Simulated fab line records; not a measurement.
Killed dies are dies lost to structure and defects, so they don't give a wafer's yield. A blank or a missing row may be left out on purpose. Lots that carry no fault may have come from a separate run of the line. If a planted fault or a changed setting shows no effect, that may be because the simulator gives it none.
Matching of chambers :: flow gf180mcu :: 4 sister chambers for GF_V1_CMP_26 on cmp-02
The step polishes, stops on SiO2, t overpolish 15 s, target thk 0 nm. 4 wafers are shown with their chamber, then 7 later ones without.

== WAFERS PAIRED WITH THEIR CHAMBERS ==
wafer: L478.1
chamber: 1
time-to-endpoint-s (s): 88

wafer: L478.2
chamber: 2
time-to-endpoint-s (s): 94

wafer: L479.1
chamber: 3
time-to-endpoint-s (s): 81

wafer: L479.5
chamber: 0
time-to-endpoint-s (s): 85

== WAFERS WITH NO CHAMBER GIVEN ==
wafer: L479.6
time-to-endpoint-s (s): 84

wafer: L480.1
time-to-endpoint-s (s): 83

wafer: L480.2
time-to-endpoint-s (s): 84

wafer: L480.6
time-to-endpoint-s (s): 80

wafer: L482.3
time-to-endpoint-s (s): 83

wafer: L482.4
time-to-endpoint-s (s): 90

wafer: L482.6
time-to-endpoint-s (s): 90

== THE CHAMBER EACH PASSED THROUGH ==
wafer: L479.6
from the rows above: can't be placed: 0 or 3 or 1
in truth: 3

wafer: L480.1
from the rows above: can't be placed: 0 or 3 or 1
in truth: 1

wafer: L480.2
from the rows above: can't be placed: 0 or 3 or 1
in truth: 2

wafer: L480.6
from the rows above: 3
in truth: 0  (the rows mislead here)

wafer: L482.3
from the rows above: can't be placed: 0 or 3 or 1
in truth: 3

wafer: L482.4
from the rows above: can't be placed: 1 or 2 or 0
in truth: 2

wafer: L482.6
from the rows above: can't be placed: 1 or 2 or 0
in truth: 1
Correctly placed: 0 of 7. Can't be placed from these rows: 6 (the true chamber is among the candidates in 5). Placed wrongly: 1.
How it was worked out, from the rows above alone: a wafer's distance from a chamber is the root of the sum, over the readings, of the square of ((its reading less the chamber's mean) divided by the reading's scatter). If the next closest chamber is less than 2 further off than the closest, the wafer can't be placed; otherwise it belongs to the closest. The mean given for a chamber averages the wafers shown for that chamber. The scatter (one wafer shown for each chamber): square how far every hidden wafer sits from the nearest shown wafer, average those squares and take the square root.
